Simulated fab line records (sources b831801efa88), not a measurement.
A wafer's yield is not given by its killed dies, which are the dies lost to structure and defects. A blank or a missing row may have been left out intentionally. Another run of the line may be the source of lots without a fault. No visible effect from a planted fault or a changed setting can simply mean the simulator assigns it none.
Problem report in the 8D (eight disciplines) form, filled by code -- flow gf180mcu -- the parts of the form that need people (team, actions taken, sign-off) are left out

== 1. WHAT WENT WRONG ==
Mean NWELL_TW at GF_NWELL_TW_MEAS_11: 1736 over 6 wafers in 2 lots; fault-free wafers: 1570, standard deviation 11. That puts it +15 standard deviations away from the usual mean.
The first sign was on wafer L152.1 at day 8 03:24, on film-metro-02. Wafers with a number at this step in the record: 36, from 12 lots. The rule behind "out" and "out of limits": a value lying over 4 standard deviations away from the usual mean. All remaining wafers that have a number are taken as sound.

== 2. WHAT IT IS; WHAT IT IS NOT ==
question,is,is not
which readings at this step,NWELL_TW,-
which lots,"L152, L154","L131, L132, L133, L134, L135, L136, L137, L139, L140, L143"
which wafers of those lots,all that have a number,-
read on which gauges,"film-metro-02, film-metro-04",film-metro-03
when,from day 8 03:24,up to then (30 sound wafers)

== 3. THE SUSPECTS, EACH WITH WHAT RULES IT OUT ==
Counting: a tool at any process step up to the reading remains a suspect when it ran all the lots that are out and ran no sound lot after the first of those.
- ruled out: the gauge at GF_NWELL_TW_MEAS_11. 2 gauges (film-metro-02, film-metro-04) read the wafers that are out.
- implanter-01 at GF_NWELL_IMPLANT_08: kept. It processed each lot that is out, first L152 at day 8 03:00, and no sound lot thereafter; up to then, the last sound lot it processed was L140 at day 5 06:40. Its own dose-ions-cm2, faraday-current-uA readings are out on those wafers.
The count leaves implanter-01 at GF_NWELL_IMPLANT_08.

== 4. THE CAUSE (what the simulator had put in) ==
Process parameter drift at GF_NWELL_IMPLANT_08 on implanter-01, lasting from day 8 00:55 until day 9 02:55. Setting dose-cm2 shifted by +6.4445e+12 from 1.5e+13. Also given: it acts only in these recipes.
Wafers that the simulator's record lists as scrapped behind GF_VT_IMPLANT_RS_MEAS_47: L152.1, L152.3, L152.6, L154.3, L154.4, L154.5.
This tool alone remained once counting was done.

== 5. THE EFFECT CHAIN, in route order ==
Rows list readings where the struck wafers' mean (over those with a number) sits beyond 3 standard deviations from the usual. Only readings whose record carries a usual standard deviation are examined. hours: median over the lots of the time between each lot's start at the first step of this table that gives one and its start at this step. sigmas: the change, counted in usual standard deviations.
hours,step,reading,usual,on struck wafers,change,sigmas
0,GF_NWELL_IMPLANT_08,dose-ions-cm2,1.5005e+13,2.1451e+13,+6.4457e+12,+99 or more
0,GF_NWELL_IMPLANT_08,faraday-current-uA,84.6,122.8,+38.2,+22
0,GF_NWELL_TW_MEAS_11,NWELL_TW,1570,1736,+166,+15
130,GF_VT_IMPLANT_RS_MEAS_47,NWELL_RS,487.8 ohm/sq,404.3,-83.5,-70
The process steps in it:
- GF_NWELL_IMPLANT_08

== 6. WHAT WOULD HAVE CAUGHT IT SOONER ==
In this record the first reading out of limits at a measuring or inspecting step was taken at day 8 03:24, 2 hours after the fault began at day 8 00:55.
Tool's own readings at GF_NWELL_IMPLANT_08, dose-ions-cm2, faraday-current-uA: out on all struck wafers the step has rows for; an alarm limit on them would have tripped on the first.
Among the 2 lots that are out, L154 began GF_NWELL_IMPLANT_08 on implanter-01 after day 8 03:24. Had the tool been put on hold then, it would have been spared.
